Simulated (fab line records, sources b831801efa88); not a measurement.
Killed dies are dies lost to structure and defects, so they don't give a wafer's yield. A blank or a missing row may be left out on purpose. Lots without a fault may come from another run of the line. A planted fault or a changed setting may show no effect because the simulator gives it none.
One fault seen from 2 desks | flow gf180mcu | each desk has only its own numbers; what lay behind them comes last

THE TOOL OWNER'S DESK: cmp-02
The tool's own readings at GF_V3_CMP_04 (polishes SiO2): means of the sampled wafers that have a number, for each lot that ran on this tool. A lot is out of limits, marked OUT, if its mean lies more than 4 standard deviations from the usual mean; the brackets give that distance.
Columns: A = motor_current_A at GF_V3_CMP_04, usual 12.2 A; B = platen_rpm at GF_V3_CMP_04, usual 60.00 rpm; C = time_to_endpoint_s at GF_V3_CMP_04, usual 81 s
lot  | first seen here | A    | B     | C
L347 | day 21 07:22    | 11.2 | 59.98 | 88
L351 | day 22 23:47    | 13.5 | 60.04 | 80
L352 | day 23 06:02    | 12.0 | 59.99 | 78
L354 | day 23 23:41    | 12.0 | 59.97 | 83
L355 | day 24 13:05    | 12.6 | 60.01 | 84
L356 | day 24 14:26    | 13.2 | 60.02 | 76
L368 | day 28 10:55    | 12.8 | 59.99 | 84
This desk's finding: nothing out of limits on any of the 7 lots.

THE METROLOGY DESK
What the gauges read, lot by lot, whatever tool the lot ran on: means of the sampled wafers that have a number. A lot is out of limits, marked OUT, if its mean lies more than 4 standard deviations from the usual mean; the brackets give that distance.
Columns: A = V4_OVL at GF_V4_OVL_MEAS_15, usual 0 nm
lot  | first seen here | A
L347 | day 24 08:14    | 2
L348 | day 24 18:41    | 1
L349 | day 24 23:59    | 3
L350 | day 25 14:42    | -1
L351 | day 25 21:47    | 1
L352 | day 26 04:23    | -3
L354 | day 26 18:17    | 2
L355 | day 27 06:38    | -1
L356 | day 27 09:12    | -3
L364 | day 29 20:01    | 2
L367 | day 30 14:04    | 1
L368 | day 30 22:35    | -4
L369 | day 31 04:25    | -2
This desk's finding: nothing out of limits on any of the 13 lots.

PUT TOGETHER
The tool owner's desk saw nothing out of limits.
The metrology desk saw nothing out of limits.

WHAT THE SIMULATOR HAD PUT IN
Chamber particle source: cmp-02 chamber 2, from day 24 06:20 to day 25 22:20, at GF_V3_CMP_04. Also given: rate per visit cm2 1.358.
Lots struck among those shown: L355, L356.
